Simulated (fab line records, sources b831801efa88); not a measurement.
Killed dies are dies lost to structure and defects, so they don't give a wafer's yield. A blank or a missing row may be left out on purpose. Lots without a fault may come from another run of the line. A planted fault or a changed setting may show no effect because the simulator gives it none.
A sampling plan put to the test | flow sky130 | one fab line, 20 faults that these records tell of, each judged on the records of the lots that it struck
The plan is the line's own looks: the steps of the route at which a gauge or an inspection reads the wafer and doesn't change it. A look can be judged if struck wafers have a number there and the file gives its usual mean and standard deviation on fault-free wafers. Caught: at a look after the fault's first step, the mean of the struck wafers lies 4 or more of those standard deviations (sigma) from the usual mean. On the tool: the same test on the tool's own readings at the fault's steps. Another recipe on the struck wafers, or a record that is blank for them alone, also counts as caught.

THE FAULTS, as the simulator had put them in
1. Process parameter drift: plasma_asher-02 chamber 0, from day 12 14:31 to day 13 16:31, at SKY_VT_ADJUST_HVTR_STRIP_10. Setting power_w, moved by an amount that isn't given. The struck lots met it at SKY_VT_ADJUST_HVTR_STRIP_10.
2. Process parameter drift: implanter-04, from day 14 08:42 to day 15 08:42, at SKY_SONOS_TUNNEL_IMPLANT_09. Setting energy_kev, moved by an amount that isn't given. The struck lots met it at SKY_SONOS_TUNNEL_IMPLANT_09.
3. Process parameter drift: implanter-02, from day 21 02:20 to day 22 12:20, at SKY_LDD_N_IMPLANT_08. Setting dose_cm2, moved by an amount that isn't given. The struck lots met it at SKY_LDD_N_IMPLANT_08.
4. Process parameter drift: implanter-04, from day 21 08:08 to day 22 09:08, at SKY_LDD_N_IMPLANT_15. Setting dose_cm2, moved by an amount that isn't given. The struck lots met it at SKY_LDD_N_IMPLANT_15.
5. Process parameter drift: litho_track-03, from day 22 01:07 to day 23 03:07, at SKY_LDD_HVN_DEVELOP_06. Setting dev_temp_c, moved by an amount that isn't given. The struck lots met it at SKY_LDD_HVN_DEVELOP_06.
6. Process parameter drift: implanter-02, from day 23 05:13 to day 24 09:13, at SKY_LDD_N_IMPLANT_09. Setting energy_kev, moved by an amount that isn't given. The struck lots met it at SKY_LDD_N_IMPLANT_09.
7. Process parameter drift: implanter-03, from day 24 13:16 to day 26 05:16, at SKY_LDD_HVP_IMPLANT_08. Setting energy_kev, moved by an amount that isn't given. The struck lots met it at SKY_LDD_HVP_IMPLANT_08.
8. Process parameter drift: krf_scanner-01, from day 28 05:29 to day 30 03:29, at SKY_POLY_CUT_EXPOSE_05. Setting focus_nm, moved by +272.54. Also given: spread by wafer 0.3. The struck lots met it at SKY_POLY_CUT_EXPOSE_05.
9. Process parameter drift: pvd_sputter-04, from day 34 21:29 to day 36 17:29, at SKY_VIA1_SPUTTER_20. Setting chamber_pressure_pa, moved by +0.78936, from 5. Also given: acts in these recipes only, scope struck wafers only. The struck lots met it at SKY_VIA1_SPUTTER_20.
10. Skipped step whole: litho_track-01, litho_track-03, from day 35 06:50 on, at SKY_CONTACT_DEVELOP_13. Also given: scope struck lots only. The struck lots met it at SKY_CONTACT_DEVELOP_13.
11. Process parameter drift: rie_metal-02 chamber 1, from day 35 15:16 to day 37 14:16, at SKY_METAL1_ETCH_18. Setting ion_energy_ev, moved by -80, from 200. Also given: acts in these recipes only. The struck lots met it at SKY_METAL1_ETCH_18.
12. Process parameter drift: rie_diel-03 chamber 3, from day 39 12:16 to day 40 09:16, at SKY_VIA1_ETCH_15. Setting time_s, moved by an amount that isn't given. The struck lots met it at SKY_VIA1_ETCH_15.
13. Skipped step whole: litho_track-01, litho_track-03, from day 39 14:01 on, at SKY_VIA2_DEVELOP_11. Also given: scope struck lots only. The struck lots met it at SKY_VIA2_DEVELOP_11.
14. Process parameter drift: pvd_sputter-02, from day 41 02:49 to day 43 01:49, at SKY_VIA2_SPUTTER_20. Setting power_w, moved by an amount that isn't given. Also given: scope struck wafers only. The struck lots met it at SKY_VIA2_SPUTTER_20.
15. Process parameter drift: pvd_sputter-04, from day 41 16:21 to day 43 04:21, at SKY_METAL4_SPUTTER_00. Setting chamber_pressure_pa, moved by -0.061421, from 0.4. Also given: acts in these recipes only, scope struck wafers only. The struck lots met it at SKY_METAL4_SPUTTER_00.
16. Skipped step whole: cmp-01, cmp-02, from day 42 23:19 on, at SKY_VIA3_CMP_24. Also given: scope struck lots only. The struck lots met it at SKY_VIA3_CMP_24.
17. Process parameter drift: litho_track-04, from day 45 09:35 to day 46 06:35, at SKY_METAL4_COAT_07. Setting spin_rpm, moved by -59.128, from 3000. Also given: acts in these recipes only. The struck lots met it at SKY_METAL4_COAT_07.
18. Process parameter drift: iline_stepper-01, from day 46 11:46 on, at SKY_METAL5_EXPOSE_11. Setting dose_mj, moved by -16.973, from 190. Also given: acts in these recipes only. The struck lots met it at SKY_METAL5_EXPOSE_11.
19. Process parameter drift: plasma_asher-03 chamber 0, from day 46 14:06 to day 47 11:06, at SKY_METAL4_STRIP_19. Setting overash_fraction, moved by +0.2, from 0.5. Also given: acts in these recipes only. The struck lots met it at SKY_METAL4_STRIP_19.
20. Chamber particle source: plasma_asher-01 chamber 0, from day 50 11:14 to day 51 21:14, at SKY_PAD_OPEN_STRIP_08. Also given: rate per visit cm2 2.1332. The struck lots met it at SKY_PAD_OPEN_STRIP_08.

WHAT THE PLAN SAW
fault | on the tool itself                               | first look that catches it                      | reading, sigma | median hours from its first step to that look | hours from the fault's start to the first struck lot there | judged looks passed uncaught
1     | strip_time_to_endpoint_s -24 sigma               | none of the 2 looks that can be judged after it | -              | -                                             | -                                                          | 2
2     | beam_energy_keV +99 or beyond sigma              | no look after it can be judged                  | -              | -                                             | -                                                          | 0
3     | dose_ions_cm2 -17 sigma                          | not the one look that can be judged after it    | -              | -                                             | -                                                          | 1
4     | dose_ions_cm2 -61 sigma                          | not the one look that can be judged after it    | -              | -                                             | -                                                          | 1
5     | developer_temp_C -7.1 sigma                      | no look after it can be judged                  | -              | -                                             | -                                                          | 0
6     | beam_energy_keV +99 or beyond sigma              | no look after it can be judged                  | -              | -                                             | -                                                          | 0
7     | beam_energy_keV -99 or beyond sigma              | not the one look that can be judged after it    | -              | -                                             | -                                                          | 1
8     | exposure_dose_mJ_cm2 +7.3 sigma                  | no look after it can be judged                  | -              | -                                             | -                                                          | 0
9     | chamber_pressure_pa +81 sigma                    | not the one look that can be judged after it    | -              | -                                             | -                                                          | 1
10    | the tool's record is blank for the struck wafers | no look after it can be judged                  | -              | -                                             | -                                                          | 0
11    | only faintly: oes_product_au -3.1 sigma          | no look after it can be judged                  | -              | -                                             | -                                                          | 0
12    | run_length_s -8.4 sigma                          | no look after it can be judged                  | -              | -                                             | -                                                          | 0
13    | the tool's record is blank for the struck wafers | no look after it can be judged                  | -              | -                                             | -                                                          | 0
14    | cathode_dc_power_W +99 or beyond sigma           | not the one look that can be judged after it    | -              | -                                             | -                                                          | 1
15    | chamber_pressure_pa -73 sigma                    | no look after it can be judged                  | -              | -                                             | -                                                          | 0
16    | the tool's record is blank for the struck wafers | no look after it can be judged                  | -              | -                                             | -                                                          | 0
17    | spin_speed_rpm -32 sigma                         | none of the 2 looks that can be judged after it | -              | -                                             | -                                                          | 2
18    | exposure_dose_mJ_cm2 -99 or beyond sigma         | no look after it can be judged                  | -              | -                                             | -                                                          | 0
19    | under 2 sigma                                    | no look after it can be judged                  | -              | -                                             | -                                                          | 0
20    | under 2 sigma                                    | no look after it can be judged                  | -              | -                                             | -                                                          | 0
A dash: the fault isn't caught, or these records don't give the number.

Caught at a look: 0 of 20. Caught on the tool: 17 of 20. By one or the other: 17 of 20.
Caught on the tool alone: faults 1, 2, 3, 4, 5, 6, 7, 8, 9, 10, 12, 13, 14, 15, 16, 17, 18.
Caught by neither: faults 11, 19, 20.
